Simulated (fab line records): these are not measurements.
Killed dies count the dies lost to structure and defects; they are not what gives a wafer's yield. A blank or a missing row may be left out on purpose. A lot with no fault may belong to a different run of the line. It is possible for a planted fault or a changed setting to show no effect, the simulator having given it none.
Matching of chambers -- flow gf180mcu -- 4 sister chambers for GF_V1_CMP_26 on cmp-01
The step polishes, stops on SiO2, t overpolish 15 s, target thk 0 nm. 4 wafers are shown with their chamber, then 12 later ones without.

WAFERS WITH THEIR CHAMBER
wafer,chamber,motor_current_A (A)
L090.1,3,12.0
L093.1,1,11.1
L093.2,2,10.8
L093.5,0,11.5

WAFERS WITHOUT THEIR CHAMBER
wafer,motor_current_A (A)
L094.1,11.8
L094.4,11.1
L094.6,11.6
L095.2,10.9
L095.4,11.0
L095.6,11.3
L096.2,10.3
L096.3,12.4
L096.5,11.0
L097.2,12.4
L097.3,11.3
L097.6,11.7

WHICH CHAMBER EACH WENT THROUGH
wafer,from the rows above,in truth
L094.1,can't be placed: 3 or 0 or 1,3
L094.4,can't be placed: 1 or 2 or 0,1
L094.6,can't be placed: 0 or 3 or 1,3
L095.2,can't be placed: 2 or 1 or 0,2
L095.4,can't be placed: 1 or 2 or 0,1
L095.6,can't be placed: 0 or 1 or 2 or 3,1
L096.2,can't be placed: 2 or 1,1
L096.3,can't be placed: 3 or 0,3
L096.5,can't be placed: 1 or 2 or 0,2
L097.2,can't be placed: 3 or 0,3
L097.3,can't be placed: 0 or 1 or 2 or 3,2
L097.6,can't be placed: 0 or 3 or 1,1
Placed correctly: 0 of 12. Cannot be placed on the basis of these rows: 12; the candidates contain the true chamber in 12. Placed wrongly: 0.
How it was worked out, from the rows above alone: a wafer's distance from a chamber is the root of the sum, over the readings, of the square of ((its reading less the chamber's mean) divided by the reading's scatter). The wafer belongs to the nearest chamber; if the next one is less than 2 further off, it can't be placed. The mean given for a chamber averages the wafers shown for that chamber. The scatter (one wafer shown for each chamber): square how far every hidden wafer sits from the nearest shown wafer, average those squares and take the square root.
